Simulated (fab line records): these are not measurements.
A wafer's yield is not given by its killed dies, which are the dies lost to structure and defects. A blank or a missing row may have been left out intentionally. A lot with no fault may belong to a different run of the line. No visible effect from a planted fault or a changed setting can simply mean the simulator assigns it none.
Which tool did it? -- flow gf180mcu -- 39 wafers from 13 lots sampled at 4 of the route's 602 steps

## WHAT THE GAUGES READ, wafer by wafer
GF_TOP_METAL_RS_MEAS_05: uses a four-point probe to measure. Usual: TOP_METAL_ALCU_RS gives 0.0328 ohm/sq (standard deviation 0.00032).
lot,measured,on,TOP_METAL_ALCU_RS (ohm/sq),flag
L502,day 26 21:29,film_metro-02,0.0333 0.0331 0.0331,
L503,day 27 02:44,film_metro-01,0.0324 0.0326 0.0324,
L504,day 27 10:06,film_metro-01,0.0328 0.0328 0.0329,
L505,day 28 01:37,film_metro-04,0.0327 0.0328 0.0328,
L506,day 28 03:13,film_metro-02,0.0326 0.0323 0.0324,
L512,day 30 11:08,film_metro-02,0.0331 0.0332 0.0334,
L514,day 31 05:50,film_metro-01,0.0326 0.0329 0.0324,
L515,day 31 14:12,film_metro-04,0.0326 0.0331 0.0331,
L524,day 33 07:50,film_metro-02,0.0327 0.0325 0.0330,
L525,day 33 22:03,film_metro-02,0.0324 0.0324 0.0323,

## EACH LOT AND THE TOOL THAT RAN IT (in order: tool; ch and the chambers of the sampled wafers; start)
lot,GF_V5_CVD_02,GF_V5_CMP_26,GF_TOP_METAL_SPUTTER_01
L502,"pecvd-01 ch 0,1, day 25 22:39","cmp-01 ch 0,1,2, day 26 21:04","pvd_sputter-03, day 26 21:22"
L503,"pecvd-04 ch 0,1,2, day 26 03:34","cmp-01 ch 0,1, day 27 02:11","pvd_sputter-01, day 27 02:35"
L504,"pecvd-01 ch 0,1, day 26 10:57","cmp-01 ch 1,2, day 27 09:34","pvd_sputter-01, day 27 09:58"
L505,"pecvd-04 ch 0,1, day 27 03:04","cmp-01 ch 0,1, day 28 01:07","pvd_sputter-02, day 28 01:28"
L506,"pecvd-04 ch 0,1, day 27 04:26","cmp-01 ch 0,1,2, day 28 02:40","pvd_sputter-03, day 28 03:04"
L512,"pecvd-01 ch 1,2, day 29 14:00","cmp-02 ch 2,3, day 30 10:35","pvd_sputter-03, day 30 10:59"
L514,"pecvd-02 ch 1,2, day 30 09:39","cmp-01 ch 2,3, day 31 05:17","pvd_sputter-02, day 31 05:41"
L515,"pecvd-01 ch 0,2, day 30 17:53","cmp-01 ch 0,1,3, day 31 13:40","pvd_sputter-01, day 31 14:04"
L518,"pecvd-04 ch 1,2, day 31 09:09","cmp-01 ch 0,2,3, day 32 03:17",-
L517,"pecvd-02 ch 0,1,2, day 31 12:18","cmp-01 ch 1,2, day 32 06:57",-
L520,"pecvd-01 ch 0,1,2, day 31 20:29","cmp-01 ch 0,1,3, day 32 15:23",-
L524,"pecvd-02 ch 0,2, day 32 13:59","cmp-02 ch 0,3, day 33 07:18","pvd_sputter-01, day 33 07:42"
L525,"pecvd-01 ch 0,1,2, day 33 03:53","cmp-01 ch 0,1,3, day 33 21:32","pvd_sputter-02, day 33 21:56"
- GF_V5_CVD_02: deposits SiO2 from TEOS, target thk 1450 nm, time 163.28 s.
- GF_V5_CMP_26: polishes, stops on SiO2, t overpolish 15 s, target thk 0 nm.
- GF_TOP_METAL_SPUTTER_01: material TiN, target thk 30 nm, time 25 s.

## WHAT THE TOOLS THEMSELVES READ (means of the sampled wafers that have a number; where no wafer has one, the mark that the record gives instead)
GF_V5_CVD_02. Usual: heater_power_outer_w 351 W, standard deviation 61; heater_power_w 639 W, standard deviation 100.
lot,tool,heater_power_outer_w (W),heater_power_w (W),flag
L502,pecvd-01,347,681,
L503,pecvd-04,300,554,
L504,pecvd-01,414,788,
L505,pecvd-04,279,547,
L506,pecvd-04,333,581,
L512,pecvd-01,340,634,
L514,pecvd-02,401,693,
L515,pecvd-01,416,767,
L518,pecvd-04,330,620,
L517,pecvd-02,339,593,
L520,pecvd-01,378,709,
L524,pecvd-02,372,664,
L525,pecvd-01,384,706,

GF_V5_CMP_26. Usual: edge_zone_pressure_frac 1.000, standard deviation 0.005; head_pressure_psi 3.500 psi, standard deviation 0.0076; motor_current_A 10.7 A, standard deviation 0.87; overpolish_run_s 14.999 s, standard deviation 0.0086; time_to_endpoint_s 84 s, standard deviation 3.6.
lot,tool,edge_zone_pressure_frac,head_pressure_psi (psi),motor_current_A (A),overpolish_run_s (s),time_to_endpoint_s (s),flag
L502,cmp-01,1.001,3.498,11.1,14.999,82,
L503,cmp-01,1.003,3.503,10.9,14.995,79,
L504,cmp-01,0.996,3.499,11.5,14.996,85,
L505,cmp-01,1.005,3.504,11.0,14.990,85,
L506,cmp-01,0.999,3.503,11.4,14.990,85,
L512,cmp-02,0.998,3.500,9.6,15.000,87,
L514,cmp-01,0.998,3.508,10.5,14.999,82,
L515,cmp-01,1.004,3.500,10.5,14.994,80,
L518,cmp-01,-,-,-,-,-,OFF
L517,cmp-01,-,-,-,-,-,OFF
L520,cmp-01,-,-,-,-,-,OFF
L524,cmp-02,1.001,3.500,10.6,14.987,83,
L525,cmp-01,1.001,3.503,10.5,14.997,83,

GF_TOP_METAL_SPUTTER_01. Usual: 29.9 % for throttle_valve_pct, sd 1.5.
lot,tool,throttle_valve_pct (%),flag
L502,pvd_sputter-03,29.3,
L503,pvd_sputter-01,28.1,
L504,pvd_sputter-01,31.4,
L505,pvd_sputter-02,30.3,
L506,pvd_sputter-03,28.8,
L512,pvd_sputter-03,29.4,
L514,pvd_sputter-02,29.4,
L515,pvd_sputter-01,31.1,
L524,pvd_sputter-01,30.0,
L525,pvd_sputter-02,29.9,

## THE ANSWER, worked out from the rows above alone
Rule: lot off if the mean of its wafers having a number is beyond 3 standard deviations from the usual mean. Also off: a lot with no number at a reading for which 4 or more lots have one. The other lots that the step has rows for count as sound. The gauges are gone through in route order, then the tools' own readings, and for those a lot's mean is taken as printed above. At the first step where some lot is off, the reading lying furthest off is the one used; lots without a number count as furthest.
Off at GF_V5_CMP_26 (edge_zone_pressure_frac): L518, L517, L520. Without a number there: L518, L517, L520.
A tool fits if, at that step or a process step before it, it ran every lot that is off, and no sound lot after the first of them. Of those tried, none fits.

## WHAT THE SIMULATOR HAD PUT IN
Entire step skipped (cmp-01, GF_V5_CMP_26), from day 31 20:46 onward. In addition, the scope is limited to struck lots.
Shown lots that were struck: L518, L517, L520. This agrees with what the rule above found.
